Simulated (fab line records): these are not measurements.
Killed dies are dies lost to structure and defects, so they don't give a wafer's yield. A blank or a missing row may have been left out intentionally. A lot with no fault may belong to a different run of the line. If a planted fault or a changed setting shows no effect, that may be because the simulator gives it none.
Struck lot and sound lot, side by side    flow sky130    16 out of 708 route steps
Sound: the wafers L693.1, L693.2, L693.4. Struck: wafers L709.2, L709.3. (L709.5 of the same lot was not struck and is left out.) The cause comes at the end.
Each step with rows lists, per side, the tool, then ch with its chambers, then its first start. Under that, the readings that differ: sound wafers    struck wafers    difference of the means    sigmas: that difference in standard deviations of wafers without a fault.
alike: readings with means less than 2 such deviations apart, plus words and numbers identical on both sides. not compared: withheld readings, readings lacking a value on some wafer, bounds such as >300 that could conceal the same value, and numbers that have no deviation in the record and whose values overlap.
A row with sigmas, a row that says differs or no value, or rows on one side alone: a step with any of these is where the two part. Numbers that have no deviation but don't overlap get no sigmas and don't part them. Lack of a reading on every wafer of one side parts them only where that side has two or more wafers.

first, 2 steps without rows for these wafers: SKY_METAL3_PEB_11; SKY_METAL3_DEVELOP_12 (develop time 60 s).
SKY_METAL3_CD_MEAS_13 targets a cd of 300 nm.
  sound: cdSem-02 at day 38 19:31; struck: cdSem-01 at day 43 19:26
  alike: cdNm
SKY_METAL3_OVL_MEAS_14:
  sound: overlay-01 at day 38 19:38; struck: overlay-01 at day 43 19:32
  alike: METAL3_OVL
SKY_METAL3_DESCUM_15: chemistry O2, time 8 s.
  sound on rieMetal-02 ch 0,1, day 38 19:41; struck on rieMetal-03 ch 0,1, day 43 19:34
reading                   sound              struck       difference  sigmas
drypumpMotorCurrentA (A)  6.0 5.7 5.7        5.0 5.1      -0.8        -2
oesProductAu (a.u.)       1.001 0.995 0.983  1.006 1.015  +0.017      +2
  not compared: rfHoursCounterH
SKY_METAL3_ETCH_16: etches BARC in N2/H2, stops on SiO2, time 88.2 s, target depth 60 nm.
  sound on rieMetal-02 ch 0,1, day 38 19:43; struck on rieMetal-03 ch 0,1, day 43 19:35
  alike: drypumpMotorCurrentA, h2FlowSccm, oesProductAu, throttleValvePct
  not compared: rfHoursCounterH
SKY_METAL3_ETCH_17: etches SiO2 in C4F8/O2/Ar, stops on TiN, time 3.9 s, target depth 15 nm.
  sound on rieDiel-01 ch 0,1,3, day 38 19:49; struck on rieDiel-01 ch 0,1, day 43 19:41
reading              sound    struck  difference  sigmas
rfHoursCounterH (h)  11 8 10  12 15   +4          
  alike: oesProductAu
SKY_METAL3_METAL_ETCH_18: etches the open film in Cl2/BCl3, stops on SiO2, target depth 845 nm, time 183.1 s.
  sound on rieMetal-03 ch 0,1, day 38 19:49; struck on rieMetal-02 ch 1, day 43 19:43
reading                   sound        struck   difference  sigmas
drypumpMotorCurrentA (A)  5.0 5.1 5.0  6.0 6.0  +1.0        +3
  alike: oesProductAu, throttleValvePct
  not compared: rfHoursCounterH
then, 4 steps without rows for these wafers: SKY_METAL3_STRIP_19 (strips in O2/N2); SKY_METAL3_STRIP_20 (strips in post etch residue remover, time 1200 s); SKY_METAL3_CLEAN_21 (cleans in IPA, time 180 s); SKY_METAL3_CLEAN_22 (cleans in O3/DIW).
SKY_VIA3_HDPCVD_00: deposits SiO2, target thk 1635 nm, time 272.5 s.
  sound on hdpcvd-02 ch 1,2, day 38 20:37; struck on hdpcvd-02 ch 0,2, day 43 20:29
reading                                  sound           struck     difference  sigmas
model.SiO2_of_VIA3_HDPCVD_00.thkNm (nm)  1648 1633 1638  1208 1216  -428        
SKY_VIA3_THK_MEAS_01:
  sound: filmMetro-01 at day 38 20:47; struck: filmMetro-02 at day 43 20:40
reading               sound           struck     difference  sigmas
VIA3_HDPCVD_THK (nm)  1648 1632 1639  1207 1216  -428        -29
SKY_VIA3_CMP_02: polishes SiO2.
  sound on cmp-02 ch 0,2,3, day 38 20:54; struck on cmp-01 ch 0,2, day 43 20:54
  alike: edgeZonePressureFrac, motorCurrentA
-- the record jumps here: 6 days lie between the struck wafers' starts before and after (it left off in module VIA3 and takes up again in module PAD_OPEN, whose first step shown is number 708 of the route) --
SKY_PAD_OPEN_PROBE_99:
  sound: prober-01 at day 46 00:58; struck: prober-01 at day 50 01:13
reading                            sound                 struck         difference  sigmas
model.etest.met4Comb.leakLog10AUm  -12.01 -12.06 -12.06  -9.076 -9.296  +2.857      

## WHERE THEY PART
Last at SKY_VIA3_THK_MEAS_01 as far as this record goes, first at SKY_METAL3_DESCUM_15. Later steps at which nothing parts them and some readings are alike: SKY_VIA3_CMP_02.

WHY: the cause the simulator had injected
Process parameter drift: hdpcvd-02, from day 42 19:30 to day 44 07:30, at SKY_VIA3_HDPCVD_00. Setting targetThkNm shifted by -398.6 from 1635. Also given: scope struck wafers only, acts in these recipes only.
